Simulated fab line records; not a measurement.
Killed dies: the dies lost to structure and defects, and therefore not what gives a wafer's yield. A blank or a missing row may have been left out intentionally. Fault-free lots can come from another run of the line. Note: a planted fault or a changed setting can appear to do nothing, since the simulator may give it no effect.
fab line records :: flow gf180mcu
[record]
  lots = 12
  wafers = 36
  lastDay = 34
route steps=602 shown SAB@274 CONTACT@291 V1@337
lots untouched by any fault: they come from a run of this same line in which no faults occurred
startH: hours from the record's first day to the start of the lot's first wafer shown :: waitH: hours from the lot's prior step to this one :: " repeats the value in the row above :: L1.1+2: one row covering several wafers at once :: - no value, or no start given :: * or withheld: withheld :: < > ~ a bound
route shown NAME@n: NAME is a module with steps in the file, n the number in the route of the first one :: usual: mean/standard deviation taken from wafers without a fault :: same: alike in all rows :: chamber/n: place in a boat :: sites: readings site by site :: _std_site: their standard deviation :: _edge_site: outer sites' mean less inner sites' :: radiusMm: how far each site lies from the wafer's centre :: mask NAME#n: copy n :: behind: the most recent tool/chamber to have shaped the wafer :: hold: why the lot went on hold/how many hours it stayed there/how the hold came to an end :: device: which transistor (n, p or np) failed to switch :: end of line: the tests these same wafers got at the end of their route :: a step with no rows: only its recipe :: killed: the dies lost at the first sort to structure and to defects; this is not the yield of the wafer :: map: shows each die of a wafer: x if killed, . if not, _ if none is there
set.NAME: the run value of the setting; set.NAME@STEP: its run value at that earlier step :: model.NAME: the simulator's own value behind a step, which no gauge read
one table for each step of the route and one row for each wafer, over a sample of lots
services: when a tool's chamber went out of use (startH, in hours from the record's first day, below 0 if earlier), for how many hours, and the reason
[[steps]]
[step GF_SAB_OVL_MEAS_10]
[usual]
  SAB_OVL = 0.6/1.4
lot.wafer: L826.2
tool: overlay-01
chamber: -
startH: 346.56
waitH: 0.1
SAB_OVL[nm]: -0.6

lot.wafer: L826.4
tool: overlay-01
chamber: -
startH: 346.56
waitH: 0.1
SAB_OVL[nm]: -0.2

lot.wafer: L826.6
tool: overlay-01
chamber: -
startH: 346.56
waitH: 0.1
SAB_OVL[nm]: 1.7

lot.wafer: L829.1
tool: overlay-01
chamber: -
startH: 370.15
waitH: 0.1
SAB_OVL[nm]: 0.8

lot.wafer: L829.2
tool: overlay-01
chamber: -
startH: 370.15
waitH: 0.1
SAB_OVL[nm]: 0.4

lot.wafer: L829.5
tool: overlay-01
chamber: -
startH: 370.15
waitH: 0.1
SAB_OVL[nm]: 0.4

lot.wafer: L831.1
tool: overlay-01
chamber: -
startH: 393.59
waitH: 0.1
SAB_OVL[nm]: 1.0

lot.wafer: L831.2
tool: overlay-01
chamber: -
startH: 393.59
waitH: 0.1
SAB_OVL[nm]: -0.3

lot.wafer: L831.3
tool: overlay-01
chamber: -
startH: 393.59
waitH: 0.1
SAB_OVL[nm]: 1.0

lot.wafer: L832.1
tool: overlay-01
chamber: -
startH: 401.26
waitH: 0.1
SAB_OVL[nm]: 1.8

lot.wafer: L832.4
tool: overlay-01
chamber: -
startH: 401.26
waitH: 0.1
SAB_OVL[nm]: -0.4

lot.wafer: L832.5
tool: overlay-01
chamber: -
startH: 401.26
waitH: 0.1
SAB_OVL[nm]: 0.2

lot.wafer: L833.4
tool: overlay-02
chamber: -
startH: 405.97
waitH: 0.1
SAB_OVL[nm]: 2.0

lot.wafer: L833.5
tool: overlay-02
chamber: -
startH: 405.97
waitH: 0.1
SAB_OVL[nm]: 2.7

lot.wafer: L833.6
tool: overlay-02
chamber: -
startH: 405.97
waitH: 0.1
SAB_OVL[nm]: 3.0

lot.wafer: L834.2
tool: overlay-02
chamber: -
startH: 419.14
waitH: 0.1
SAB_OVL[nm]: 1.1

lot.wafer: L834.3
tool: overlay-02
chamber: -
startH: 419.14
waitH: 0.1
SAB_OVL[nm]: 2.1

lot.wafer: L834.6
tool: overlay-02
chamber: -
startH: 419.14
waitH: 0.1
SAB_OVL[nm]: 1.8

lot.wafer: L841.1
tool: overlay-01
chamber: -
startH: 471.70
waitH: 0.1
SAB_OVL[nm]: -0.2

lot.wafer: L841.2
tool: overlay-01
chamber: -
startH: 471.70
waitH: 0.1
SAB_OVL[nm]: 0.3

lot.wafer: L841.6
tool: overlay-01
chamber: -
startH: 471.70
waitH: 0.1
SAB_OVL[nm]: -0.6

lot.wafer: L842.4
tool: overlay-01
chamber: -
startH: 481.97
waitH: 0.1
SAB_OVL[nm]: 0.6

lot.wafer: L842.5
tool: overlay-01
chamber: -
startH: 481.97
waitH: 0.1
SAB_OVL[nm]: 2.8

lot.wafer: L842.6
tool: overlay-01
chamber: -
startH: 481.97
waitH: 0.1
SAB_OVL[nm]: 0.5

lot.wafer: L843.1
tool: overlay-01
chamber: -
startH: 488.68
waitH: 0.1
SAB_OVL[nm]: 0.4

lot.wafer: L843.3
tool: overlay-01
chamber: -
startH: 488.68
waitH: 0.1
SAB_OVL[nm]: 0.9

lot.wafer: L843.6
tool: overlay-01
chamber: -
startH: 488.68
waitH: 0.1
SAB_OVL[nm]: -0.3

lot.wafer: L844.3
tool: overlay-02
chamber: -
startH: 496.57
waitH: 0.1
SAB_OVL[nm]: -0.1

lot.wafer: L844.4
tool: overlay-02
chamber: -
startH: 496.57
waitH: 0.1
SAB_OVL[nm]: -1.1

lot.wafer: L844.5
tool: overlay-02
chamber: -
startH: 496.57
waitH: 0.1
SAB_OVL[nm]: -1.7

lot.wafer: L845.2
tool: overlay-01
chamber: -
startH: 500.71
waitH: 0.1
SAB_OVL[nm]: 1.2

lot.wafer: L845.4
tool: overlay-01
chamber: -
startH: 500.71
waitH: 0.1
SAB_OVL[nm]: -0.7

lot.wafer: L845.5
tool: overlay-01
chamber: -
startH: 500.71
waitH: 0.1
SAB_OVL[nm]: -2.4

lot.wafer: L847.1
tool: overlay-02
chamber: -
startH: 519.31
waitH: 0.1
SAB_OVL[nm]: 1.9

lot.wafer: L847.3
tool: overlay-02
chamber: -
startH: 519.31
waitH: 0.1
SAB_OVL[nm]: -0.4

lot.wafer: L847.4
tool: overlay-02
chamber: -
startH: 519.31
waitH: 0.1
SAB_OVL[nm]: 1.3
[step GF_CONTACT_CMP_04]
[recipe]
  material = SiO2
  downForcePsi = 4
  platenRpm = 60
  padVelocityMS = 0.94248
[usual]
  motorCurrentA = 11.4/0.94
  platenRpm = 60.00/0.039
  timeToEndpointS = 115/6.3
lot.wafer: L826.2
tool: cmp-02
chamber: 1
startH: 347.77
waitH: 0.0
motorCurrentA: 10.3
platenRpm: 60.01
timeToEndpointS: 111

lot.wafer: L826.4
tool: cmp-02
chamber: 2
startH: 347.77
waitH: 0.0
motorCurrentA: 10.7
platenRpm: 59.96
timeToEndpointS: 126

lot.wafer: L826.6
tool: cmp-02
chamber: 1
startH: 347.77
waitH: 0.0
motorCurrentA: 10.8
platenRpm: 59.95
timeToEndpointS: 115

lot.wafer: L829.2
tool: cmp-01
chamber: 3
startH: 371.39
waitH: 0.1
motorCurrentA: 11.8
platenRpm: 60.01
timeToEndpointS: 114

lot.wafer: L829.1
tool: cmp-01
chamber: 0
startH: 371.39
waitH: 0.1
motorCurrentA: 11.2
platenRpm: 59.95
timeToEndpointS: 109

lot.wafer: L829.5
tool: cmp-01
chamber: 2
startH: 371.39
waitH: 0.1
motorCurrentA: 12.8
platenRpm: 60.00
timeToEndpointS: 110

lot.wafer: L831.3
tool: cmp-02
chamber: 2
startH: 394.72
waitH: 0.0
motorCurrentA: 11.3
platenRpm: 60.00
timeToEndpointS: 111

lot.wafer: L831.2
tool: cmp-02
chamber: 0
startH: 394.72
waitH: 0.0
motorCurrentA: 12.1
platenRpm: 59.95
timeToEndpointS: 112

lot.wafer: L831.1
tool: cmp-02
chamber: 1
startH: 394.72
waitH: 0.0
motorCurrentA: 10.2
platenRpm: 60.11
timeToEndpointS: 106

lot.wafer: L832.4
tool: cmp-02
chamber: 0
startH: 402.39
waitH: 0.0
motorCurrentA: 12.0
platenRpm: 59.99
timeToEndpointS: 122

lot.wafer: L832.1
tool: cmp-02
chamber: 1
startH: 402.39
waitH: 0.0
motorCurrentA: 10.1
platenRpm: 60.06
timeToEndpointS: 110

lot.wafer: L832.5
tool: cmp-02
chamber: 0
startH: 402.39
waitH: 0.0
motorCurrentA: 13.1
platenRpm: 60.00
timeToEndpointS: 117

lot.wafer: L833.4
tool: cmp-01
chamber: 2
startH: 407.35
waitH: 0.3
motorCurrentA: 12.1
platenRpm: 60.00
timeToEndpointS: 123

lot.wafer: L833.5
tool: cmp-01
chamber: 0
startH: 407.35
waitH: 0.3
motorCurrentA: 10.6
platenRpm: 60.10
timeToEndpointS: 115

lot.wafer: L833.6
tool: cmp-01
chamber: 1
startH: 407.35
waitH: 0.3
motorCurrentA: 11.7
platenRpm: 60.02
timeToEndpointS: 118

lot.wafer: L834.2
tool: cmp-02
chamber: 0
startH: 420.32
waitH: 0.1
motorCurrentA: 12.8
platenRpm: 60.02
timeToEndpointS: 113

lot.wafer: L834.3
tool: cmp-02
chamber: 1
startH: 420.32
waitH: 0.1
motorCurrentA: 10.2
platenRpm: 60.00
timeToEndpointS: 110

lot.wafer: L834.6
tool: cmp-02
chamber: 3
startH: 420.32
waitH: 0.1
motorCurrentA: 10.1
platenRpm: 59.95
timeToEndpointS: 103

lot.wafer: L841.2
tool: cmp-01
chamber: 2
startH: 472.86
waitH: 0.0
motorCurrentA: 12.3
platenRpm: 59.99
timeToEndpointS: 115

lot.wafer: L841.1
tool: cmp-01
chamber: 0
startH: 472.86
waitH: 0.0
motorCurrentA: 11.0
platenRpm: 59.98
timeToEndpointS: 119

lot.wafer: L841.6
tool: cmp-01
chamber: 2
startH: 472.86
waitH: 0.0
motorCurrentA: 13.1
platenRpm: 60.00
timeToEndpointS: 121

lot.wafer: L842.4
tool: cmp-02
chamber: 2
startH: 483.17
waitH: 0.1
motorCurrentA: 11.1
platenRpm: 60.04
timeToEndpointS: 123

lot.wafer: L842.5
tool: cmp-02
chamber: 1
startH: 483.17
waitH: 0.1
motorCurrentA: 10.7
platenRpm: 59.91
timeToEndpointS: 116

lot.wafer: L842.6
tool: cmp-02
chamber: 2
startH: 483.17
waitH: 0.1
motorCurrentA: 10.7
platenRpm: 60.01
timeToEndpointS: 120

lot.wafer: L843.1
tool: cmp-01
chamber: 1
startH: 489.98
waitH: 0.1
motorCurrentA: 11.4
platenRpm: 60.03
timeToEndpointS: 110

lot.wafer: L843.3
tool: cmp-01
chamber: 2
startH: 489.98
waitH: 0.1
motorCurrentA: 12.7
platenRpm: 60.05
timeToEndpointS: 115

lot.wafer: L843.6
tool: cmp-01
chamber: 2
startH: 489.98
waitH: 0.1
motorCurrentA: 13.4
platenRpm: 60.04
timeToEndpointS: 122

lot.wafer: L844.4
tool: cmp-01
chamber: 1
startH: 497.73
waitH: 0.0
motorCurrentA: 11.5
platenRpm: 59.92
timeToEndpointS: 115

lot.wafer: L844.3
tool: cmp-01
chamber: 3
startH: 497.73
waitH: 0.0
motorCurrentA: 11.7
platenRpm: 60.00
timeToEndpointS: 121

lot.wafer: L844.5
tool: cmp-01
chamber: 1
startH: 497.73
waitH: 0.0
motorCurrentA: 11.4
platenRpm: 59.90
timeToEndpointS: 117

lot.wafer: L845.4
tool: cmp-02
chamber: 1
startH: 501.86
waitH: 0.0
motorCurrentA: 10.7
platenRpm: 60.05
timeToEndpointS: 109

lot.wafer: L845.2
tool: cmp-02
chamber: 2
startH: 501.86
waitH: 0.0
motorCurrentA: 10.6
platenRpm: 59.95
timeToEndpointS: 111

lot.wafer: L845.5
tool: cmp-02
chamber: 1
startH: 501.86
waitH: 0.0
motorCurrentA: 10.6
platenRpm: 60.03
timeToEndpointS: 114

lot.wafer: L847.3
tool: cmp-01
chamber: 1
startH: 520.47
waitH: 0.0
motorCurrentA: 11.8
platenRpm: 59.96
timeToEndpointS: 114

lot.wafer: L847.4
tool: cmp-01
chamber: 2
startH: 520.47
waitH: 0.0
motorCurrentA: 13.2
platenRpm: 59.93
timeToEndpointS: 119

lot.wafer: L847.1
tool: cmp-01
chamber: 0
startH: 520.47
waitH: 0.0
motorCurrentA: 11.2
platenRpm: 59.99
timeToEndpointS: 113
[step GF_V1_CVD_02]
[recipe]
  material = SiO2
  targetThkNm = 850
  precursor = TEOS
  tempC = 400
  timeS = 94.851
  rfW = 600
[usual]
  heaterPowerW = 641/98
  runLengthS = 122.8/0.5
lot.wafer: L826.2
tool: pecvd-03
chamber: 2
startH: 394.21
waitH: 0.0
heaterPowerW: 464
runLengthS: 123.0

lot.wafer: L826.4
tool: pecvd-03
chamber: 1
startH: 394.21
waitH: 0.0
heaterPowerW: 728
runLengthS: 123.3

lot.wafer: L826.6
tool: pecvd-03
chamber: 0
startH: 394.21
waitH: 0.0
heaterPowerW: 615
runLengthS: 122.8

lot.wafer: L829.1
tool: pecvd-02
chamber: 0
startH: 419.35
waitH: 0.1
heaterPowerW: 586
runLengthS: 122.2

lot.wafer: L829.2
tool: pecvd-02
chamber: 1
startH: 419.35
waitH: 0.1
heaterPowerW: 613
runLengthS: 123.1

lot.wafer: L829.5
tool: pecvd-02
chamber: 0
startH: 419.35
waitH: 0.1
heaterPowerW: 629
runLengthS: 121.9

lot.wafer: L831.1
tool: pecvd-03
chamber: 0
startH: 445.51
waitH: 0.1
heaterPowerW: 752
runLengthS: 122.8

lot.wafer: L831.2
tool: pecvd-03
chamber: 2
startH: 445.51
waitH: 0.1
heaterPowerW: 482
runLengthS: 122.7

lot.wafer: L831.3
tool: pecvd-03
chamber: 1
startH: 445.51
waitH: 0.1
heaterPowerW: 794
runLengthS: 123.3

lot.wafer: L832.1
tool: pecvd-04
chamber: 0
startH: 453.78
waitH: 0.1
heaterPowerW: 574
runLengthS: 122.9

lot.wafer: L832.4
tool: pecvd-04
chamber: 0
startH: 453.78
waitH: 0.1
heaterPowerW: 639
runLengthS: 122.4

lot.wafer: L832.5
tool: pecvd-04
chamber: 1
startH: 453.78
waitH: 0.1
heaterPowerW: 635
runLengthS: 122.5

lot.wafer: L833.4
tool: pecvd-04
chamber: 0
startH: 458.44
waitH: 0.1
heaterPowerW: 671
runLengthS: 126.4

lot.wafer: L833.5
tool: pecvd-04
chamber: 2
startH: 458.44
waitH: 0.1
heaterPowerW: 812
runLengthS: 126.4

lot.wafer: L833.6
tool: pecvd-04
chamber: 1
startH: 458.44
waitH: 0.1
heaterPowerW: 547
runLengthS: 125.1

lot.wafer: L834.2
tool: pecvd-04
chamber: 0
startH: 473.66
waitH: 0.0
heaterPowerW: 595
runLengthS: 125.6

lot.wafer: L834.3
tool: pecvd-04
chamber: 1
startH: 473.66
waitH: 0.0
heaterPowerW: 575
runLengthS: 125.0

lot.wafer: L834.6
tool: pecvd-04
chamber: 0
startH: 473.66
waitH: 0.0
heaterPowerW: 648
runLengthS: 125.8

lot.wafer: L841.1
tool: pecvd-02
chamber: 2
startH: 524.73
waitH: 0.1
heaterPowerW: 622
runLengthS: 123.2

lot.wafer: L841.2
tool: pecvd-02
chamber: 0
startH: 524.73
waitH: 0.1
heaterPowerW: 681
runLengthS: 122.0

lot.wafer: L841.6
tool: pecvd-02
chamber: 1
startH: 524.73
waitH: 0.1
heaterPowerW: 582
runLengthS: 123.1

lot.wafer: L842.4
tool: pecvd-04
chamber: 1
startH: 532.80
waitH: 0.1
heaterPowerW: 659
runLengthS: 121.9

lot.wafer: L842.5
tool: pecvd-04
chamber: 2
startH: 532.80
waitH: 0.1
heaterPowerW: 666
runLengthS: 123.4

lot.wafer: L842.6
tool: pecvd-04
chamber: 0
startH: 532.80
waitH: 0.1
heaterPowerW: 664
runLengthS: 122.5

lot.wafer: L843.1
tool: pecvd-03
chamber: 1
startH: 539.50
waitH: 0.1
heaterPowerW: 650
runLengthS: 123.4

lot.wafer: L843.3
tool: pecvd-03
chamber: 2
startH: 539.50
waitH: 0.1
heaterPowerW: 497
runLengthS: 122.7

lot.wafer: L843.6
tool: pecvd-03
chamber: 1
startH: 539.50
waitH: 0.1
heaterPowerW: 725
runLengthS: 123.3

lot.wafer: L844.3
tool: pecvd-03
chamber: 1
startH: 546.86
waitH: 0.0
heaterPowerW: 645
runLengthS: 123.4

lot.wafer: L844.4
tool: pecvd-03
chamber: 2
startH: 546.86
waitH: 0.0
heaterPowerW: 425
runLengthS: 123.4

lot.wafer: L844.5
tool: pecvd-03
chamber: 1
startH: 546.86
waitH: 0.0
heaterPowerW: 708
runLengthS: 124.0

lot.wafer: L845.2
tool: pecvd-04
chamber: 0
startH: 551.01
waitH: 0.0
heaterPowerW: 668
runLengthS: 122.4

lot.wafer: L845.4
tool: pecvd-04
chamber: 2
startH: 551.01
waitH: 0.0
heaterPowerW: 775
runLengthS: 122.7

lot.wafer: L845.5
tool: pecvd-04
chamber: 0
startH: 551.01
waitH: 0.0
heaterPowerW: 562
runLengthS: 122.8

lot.wafer: L847.1
tool: pecvd-03
chamber: 1
startH: 569.02
waitH: 0.1
heaterPowerW: 771
runLengthS: 123.3

lot.wafer: L847.3
tool: pecvd-03
chamber: 2
startH: 569.02
waitH: 0.1
heaterPowerW: 517
runLengthS: 122.8

lot.wafer: L847.4
tool: pecvd-03
chamber: 1
startH: 569.02
waitH: 0.1
heaterPowerW: 627
runLengthS: 123.9
[step GF_V1_THK_MEAS_03]
[recipe]
  reads = SiO2_of_V1_CVD_02
[usual]
  V1_CVD_02_THK = 854/12
lot.wafer: L826.2
tool: filmMetro-03
chamber: -
startH: 394.29
waitH: 0.0
V1_CVD_02_THK[nm]: 845

lot.wafer: L826.4
tool: filmMetro-03
chamber: -
startH: 394.29
waitH: 0.0
V1_CVD_02_THK[nm]: 858

lot.wafer: L826.6
tool: filmMetro-03
chamber: -
startH: 394.29
waitH: 0.0
V1_CVD_02_THK[nm]: 849

lot.wafer: L829.1
tool: filmMetro-03
chamber: -
startH: 419.42
waitH: 0.0
V1_CVD_02_THK[nm]: 847

lot.wafer: L829.2
tool: filmMetro-03
chamber: -
startH: 419.42
waitH: 0.0
V1_CVD_02_THK[nm]: 842

lot.wafer: L829.5
tool: filmMetro-03
chamber: -
startH: 419.42
waitH: 0.0
V1_CVD_02_THK[nm]: 870

lot.wafer: L831.1
tool: filmMetro-01
chamber: -
startH: 445.58
waitH: 0.0
V1_CVD_02_THK[nm]: 832

lot.wafer: L831.2
tool: filmMetro-01
chamber: -
startH: 445.58
waitH: 0.0
V1_CVD_02_THK[nm]: 844

lot.wafer: L831.3
tool: filmMetro-01
chamber: -
startH: 445.58
waitH: 0.0
V1_CVD_02_THK[nm]: 839

lot.wafer: L832.1
tool: filmMetro-03
chamber: -
startH: 453.85
waitH: 0.0
V1_CVD_02_THK[nm]: 849

lot.wafer: L832.4
tool: filmMetro-03
chamber: -
startH: 453.85
waitH: 0.0
V1_CVD_02_THK[nm]: 865

lot.wafer: L832.5
tool: filmMetro-03
chamber: -
startH: 453.85
waitH: 0.0
V1_CVD_02_THK[nm]: 873

lot.wafer: L833.4
tool: filmMetro-02
chamber: -
startH: 458.51
waitH: 0.0
V1_CVD_02_THK[nm]: 896

lot.wafer: L833.5
tool: filmMetro-02
chamber: -
startH: 458.51
waitH: 0.0
V1_CVD_02_THK[nm]: 893

lot.wafer: L833.6
tool: filmMetro-02
chamber: -
startH: 458.51
waitH: 0.0
V1_CVD_02_THK[nm]: 904

lot.wafer: L834.2
tool: filmMetro-02
chamber: -
startH: 473.76
waitH: 0.1
V1_CVD_02_THK[nm]: 886

lot.wafer: L834.3
tool: filmMetro-02
chamber: -
startH: 473.76
waitH: 0.1
V1_CVD_02_THK[nm]: 881

lot.wafer: L834.6
tool: filmMetro-02
chamber: -
startH: 473.76
waitH: 0.1
V1_CVD_02_THK[nm]: 898

lot.wafer: L841.1
tool: filmMetro-01
chamber: -
startH: 524.80
waitH: 0.0
V1_CVD_02_THK[nm]: 850

lot.wafer: L841.2
tool: filmMetro-01
chamber: -
startH: 524.80
waitH: 0.0
V1_CVD_02_THK[nm]: 852

lot.wafer: L841.6
tool: filmMetro-01
chamber: -
startH: 524.80
waitH: 0.0
V1_CVD_02_THK[nm]: 866

lot.wafer: L842.4
tool: filmMetro-02
chamber: -
startH: 532.86
waitH: 0.0
V1_CVD_02_THK[nm]: 860

lot.wafer: L842.5
tool: filmMetro-02
chamber: -
startH: 532.86
waitH: 0.0
V1_CVD_02_THK[nm]: 875

lot.wafer: L842.6
tool: filmMetro-02
chamber: -
startH: 532.86
waitH: 0.0
V1_CVD_02_THK[nm]: 870

lot.wafer: L843.1
tool: filmMetro-03
chamber: -
startH: 539.57
waitH: 0.0
V1_CVD_02_THK[nm]: 846

lot.wafer: L843.3
tool: filmMetro-03
chamber: -
startH: 539.57
waitH: 0.0
V1_CVD_02_THK[nm]: 839

lot.wafer: L843.6
tool: filmMetro-03
chamber: -
startH: 539.57
waitH: 0.0
V1_CVD_02_THK[nm]: 853

lot.wafer: L844.3
tool: filmMetro-02
chamber: -
startH: 546.95
waitH: 0.1
V1_CVD_02_THK[nm]: 850

lot.wafer: L844.4
tool: filmMetro-02
chamber: -
startH: 546.95
waitH: 0.1
V1_CVD_02_THK[nm]: 857

lot.wafer: L844.5
tool: filmMetro-02
chamber: -
startH: 546.95
waitH: 0.1
V1_CVD_02_THK[nm]: 850

lot.wafer: L845.2
tool: filmMetro-03
chamber: -
startH: 551.09
waitH: 0.0
V1_CVD_02_THK[nm]: 862

lot.wafer: L845.4
tool: filmMetro-03
chamber: -
startH: 551.09
waitH: 0.0
V1_CVD_02_THK[nm]: 856

lot.wafer: L845.5
tool: filmMetro-03
chamber: -
startH: 551.09
waitH: 0.0
V1_CVD_02_THK[nm]: 861

lot.wafer: L847.1
tool: filmMetro-01
chamber: -
startH: 569.09
waitH: 0.0
V1_CVD_02_THK[nm]: 843

lot.wafer: L847.3
tool: filmMetro-01
chamber: -
startH: 569.09
waitH: 0.0
V1_CVD_02_THK[nm]: 852

lot.wafer: L847.4
tool: filmMetro-01
chamber: -
startH: 569.09
waitH: 0.0
V1_CVD_02_THK[nm]: 862
[step GF_V1_SPUTTER_22]
[recipe]
  material = TiN
  targetThkNm = 10
  chamberPressurePa = 5
  powerW = 4000
  timeS = 41.83
[usual]
  throttleValvePct = 30.1/1
[same]
  timeS = 41.83
lot.wafer: L826.2
tool: pvdSputter-04
chamber: -
startH: 418.86
waitH: 0.0
throttleValvePct: 31.7

lot.wafer: L826.4
tool: pvdSputter-04
chamber: -
startH: 418.86
waitH: 0.0
throttleValvePct: 29.8

lot.wafer: L826.6
tool: pvdSputter-04
chamber: -
startH: 418.86
waitH: 0.0
throttleValvePct: 29.7

lot.wafer: L829.1
tool: pvdSputter-02
chamber: -
startH: 445.27
waitH: 0.0
throttleValvePct: 30.9

lot.wafer: L829.2
tool: pvdSputter-02
chamber: -
startH: 445.27
waitH: 0.0
throttleValvePct: 29.1

lot.wafer: L829.5
tool: pvdSputter-02
chamber: -
startH: 445.27
waitH: 0.0
throttleValvePct: 30.8

lot.wafer: L831.1
tool: pvdSputter-02
chamber: -
startH: 471.84
waitH: 0.0
throttleValvePct: 29.0

lot.wafer: L831.2
tool: pvdSputter-02
chamber: -
startH: 471.84
waitH: 0.0
throttleValvePct: 28.9

lot.wafer: L831.3
tool: pvdSputter-02
chamber: -
startH: 471.84
waitH: 0.0
throttleValvePct: 31.0

lot.wafer: L832.1
tool: pvdSputter-02
chamber: -
startH: 479.94
waitH: 0.0
throttleValvePct: 31.8

lot.wafer: L832.4
tool: pvdSputter-02
chamber: -
startH: 479.94
waitH: 0.0
throttleValvePct: 30.5

lot.wafer: L832.5
tool: pvdSputter-02
chamber: -
startH: 479.94
waitH: 0.0
throttleValvePct: 28.9

lot.wafer: L833.4
tool: pvdSputter-04
chamber: -
startH: 484.62
waitH: 0.0
throttleValvePct: 29.8

lot.wafer: L833.5
tool: pvdSputter-04
chamber: -
startH: 484.62
waitH: 0.0
throttleValvePct: 29.0

lot.wafer: L833.6
tool: pvdSputter-04
chamber: -
startH: 484.62
waitH: 0.0
throttleValvePct: 31.5

lot.wafer: L834.2
tool: pvdSputter-02
chamber: -
startH: 500.15
waitH: 0.0
throttleValvePct: 31.7

lot.wafer: L834.3
tool: pvdSputter-02
chamber: -
startH: 500.15
waitH: 0.0
throttleValvePct: 28.9

lot.wafer: L834.6
tool: pvdSputter-02
chamber: -
startH: 500.15
waitH: 0.0
throttleValvePct: 30.5

lot.wafer: L841.1
tool: pvdSputter-02
chamber: -
startH: 548.95
waitH: 0.0
throttleValvePct: 30.8

lot.wafer: L841.2
tool: pvdSputter-02
chamber: -
startH: 548.95
waitH: 0.0
throttleValvePct: 29.3

lot.wafer: L841.6
tool: pvdSputter-02
chamber: -
startH: 548.95
waitH: 0.0
throttleValvePct: 31.0

lot.wafer: L842.4
tool: pvdSputter-04
chamber: -
startH: 556.74
waitH: 0.0
throttleValvePct: 29.2

lot.wafer: L842.5
tool: pvdSputter-04
chamber: -
startH: 556.74
waitH: 0.0
throttleValvePct: 28.9

lot.wafer: L842.6
tool: pvdSputter-04
chamber: -
startH: 556.74
waitH: 0.0
throttleValvePct: 29.9

lot.wafer: L843.1
tool: pvdSputter-01
chamber: -
startH: 563.21
waitH: 0.0
throttleValvePct: 29.7

lot.wafer: L843.3
tool: pvdSputter-01
chamber: -
startH: 563.21
waitH: 0.0
throttleValvePct: 29.5

lot.wafer: L843.6
tool: pvdSputter-01
chamber: -
startH: 563.21
waitH: 0.0
throttleValvePct: 29.4

lot.wafer: L844.3
tool: pvdSputter-01
chamber: -
startH: 570.15
waitH: 0.0
throttleValvePct: 29.6

lot.wafer: L844.4
tool: pvdSputter-01
chamber: -
startH: 570.15
waitH: 0.0
throttleValvePct: 31.2

lot.wafer: L844.5
tool: pvdSputter-01
chamber: -
startH: 570.15
waitH: 0.0
throttleValvePct: 31.4

lot.wafer: L845.2
tool: pvdSputter-02
chamber: -
startH: 574.50
waitH: 0.0
throttleValvePct: 29.2

lot.wafer: L845.4
tool: pvdSputter-02
chamber: -
startH: 574.50
waitH: 0.0
throttleValvePct: 28.9

lot.wafer: L845.5
tool: pvdSputter-02
chamber: -
startH: 574.50
waitH: 0.0
throttleValvePct: 29.2

lot.wafer: L847.1
tool: pvdSputter-02
chamber: -
startH: 592.18
waitH: 0.0
throttleValvePct: 29.3

lot.wafer: L847.3
tool: pvdSputter-02
chamber: -
startH: 592.18
waitH: 0.0
throttleValvePct: 29.0

lot.wafer: L847.4
tool: pvdSputter-02
chamber: -
startH: 592.18
waitH: 0.0
throttleValvePct: 30.9
[[services]]
tool: pvdSputter-02
chamber: -
startH: 327.02
hours: 1.7
kind: repair

tool: cmp-02
chamber: -
startH: 338.27
hours: 6.2
kind: pm

tool: pecvd-02
chamber: 2
startH: 345.38
hours: 3.1
kind: repair

tool: pvdSputter-02
chamber: -
startH: 352.79
hours: 3.0
kind: repair

tool: pecvd-02
chamber: 2
startH: 368.52
hours: 9.0
kind: repair

tool: pecvd-02
chamber: 0
startH: 374.27
hours: 3.5
kind: repair

tool: pecvd-03
chamber: -
startH: 385.45
hours: 8.6
kind: repair

tool: cmp-02
chamber: -
startH: 404.00
hours: 4.0
kind: pm

tool: pecvd-03
chamber: -
startH: 413.77
hours: 1.2
kind: repair

tool: pecvd-04
chamber: -
startH: 429.81
hours: 0.4
kind: repair

tool: pecvd-02
chamber: 2
startH: 437.56
hours: 5.3
kind: repair

tool: pecvd-03
chamber: 2
startH: 447.79
hours: 13.9
kind: repair

tool: pvdSputter-04
chamber: -
startH: 454.96
hours: 22.1
kind: repair

tool: pvdSputter-01
chamber: -
startH: 462.89
hours: 0.7
kind: repair

tool: pvdSputter-04
chamber: -
startH: 479.88
hours: 1.1
kind: repair

tool: pvdSputter-04
chamber: -
startH: 481.09
hours: 0.7
kind: repair

tool: cmp-01
chamber: -
startH: 487.05
hours: 1.2
kind: repair

tool: pecvd-04
chamber: 0
startH: 503.15
hours: 2.6
kind: repair

tool: pecvd-04
chamber: -
startH: 508.51
hours: 0.8
kind: pm

tool: pvdSputter-04
chamber: -
startH: 520.94
hours: 4.1
kind: repair

tool: pecvd-03
chamber: -
startH: 563.90
hours: 4.3
kind: pm

tool: cmp-02
chamber: -
startH: 575.65
hours: 10.0
kind: pm

tool: pvdSputter-02
chamber: -
startH: 582.03
hours: 9.0
kind: repair

tool: pecvd-03
chamber: -
startH: 591.12
hours: 14.0
kind: pm
[[key]]
[firstSign]
  step = GF_V1_CVD_02
  reading = runLengthS
  direction = up
  sigmas = 5.7
  usual = *
  struck = *
[effect]
  step = GF_V1_THK_MEAS_03
  reading = V1_CVD_02_THK
  direction = up
  sigmas = 3.2
  usual = 854
  struck = 893
metAt GF_V1_CVD_02
struckLots L833,L834
notActingAt GF_SAB_OVL_MEAS_10,GF_CONTACT_CMP_04,GF_V1_SPUTTER_22
onsetBetween 453.78 458.44
[fault]
  kind = processParameterDrift
  tool = pecvd-04
  chamber = -
  onsetH = 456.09
  steps = GF_V1_CVD_02
  channel = timeS
  offset = *
  shape = step
  endH = 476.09
  actsIn = *
  stated = *
